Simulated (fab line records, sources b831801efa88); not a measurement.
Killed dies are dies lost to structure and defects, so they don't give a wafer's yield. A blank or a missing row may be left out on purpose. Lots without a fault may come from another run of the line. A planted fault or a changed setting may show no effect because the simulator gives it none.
Chamber matching | flow sky130 | SKY_VIA4_CMP_21 on cmp-01: 4 sister chambers
The step polishes, stops on SiO2, t overpolish 25 s, target thk 0 nm. 8 wafers are shown with their chamber, then 12 later ones without.

WAFERS WITH THEIR CHAMBER
wafer  | chamber | time_to_endpoint_s (s) | motor_current_A (A)
L084.1 | 3       | 114                    | 11.8
L087.4 | 1       | 116                    | 11.6
L087.5 | 3       | 123                    | 11.8
L088.3 | 1       | 114                    | 12.4
L091.4 | 0       | 111                    | 12.0
L092.3 | 2       | 120                    | 12.3
L092.4 | 0       | 113                    | 12.4
L092.5 | 2       | 117                    | 12.2

WAFERS WITHOUT THEIR CHAMBER
wafer  | time_to_endpoint_s (s) | motor_current_A (A)
L094.1 | 117                    | 11.2
L094.3 | 118                    | 11.9
L094.5 | 124                    | 12.3
L095.1 | 122                    | 12.2
L095.4 | 121                    | 12.0
L095.6 | 119                    | 11.1
L096.1 | 121                    | 12.5
L096.5 | 119                    | 12.2
L096.6 | 120                    | 12.9
L097.3 | 119                    | 11.6
L097.4 | 114                    | 13.2
L097.5 | 117                    | 13.1

WHICH CHAMBER EACH WENT THROUGH
wafer  | from the rows above               | in truth
L094.1 | can't be placed: 3 or 1 or 2 or 0 | 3
L094.3 | can't be placed: 3 or 1 or 2 or 0 | 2
L094.5 | can't be placed: 2 or 3 or 1 or 0 | 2
L095.1 | can't be placed: 2 or 3 or 1 or 0 | 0
L095.4 | can't be placed: 3 or 2 or 1 or 0 | 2
L095.6 | can't be placed: 3 or 1 or 2 or 0 | 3
L096.1 | can't be placed: 2 or 3 or 1 or 0 | 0
L096.5 | can't be placed: 2 or 3 or 1 or 0 | 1
L096.6 | can't be placed: 2 or 1 or 0 or 3 | 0
L097.3 | can't be placed: 3 or 1 or 2      | 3
L097.4 | can't be placed: 0 or 2 or 1 or 3 | 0
L097.5 | can't be placed: 2 or 0 or 1 or 3 | 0
Placed correctly: 0 of 12. Can't be placed from these rows: 12 (the true chamber is among the candidates in 12). Placed wrongly: 0.
How it was worked out, from the rows above alone: a wafer's distance from a chamber is the root of the sum, over the readings, of the square of ((its reading less the chamber's mean) divided by the reading's scatter). The wafer belongs to the nearest chamber; if the next one is less than 2 further off, it can't be placed. A chamber's mean is the mean of its shown wafers. The scatter: the root of (the sum of the squares of (reading less its chamber's mean) over the shown wafers, divided by (wafers less chambers)).
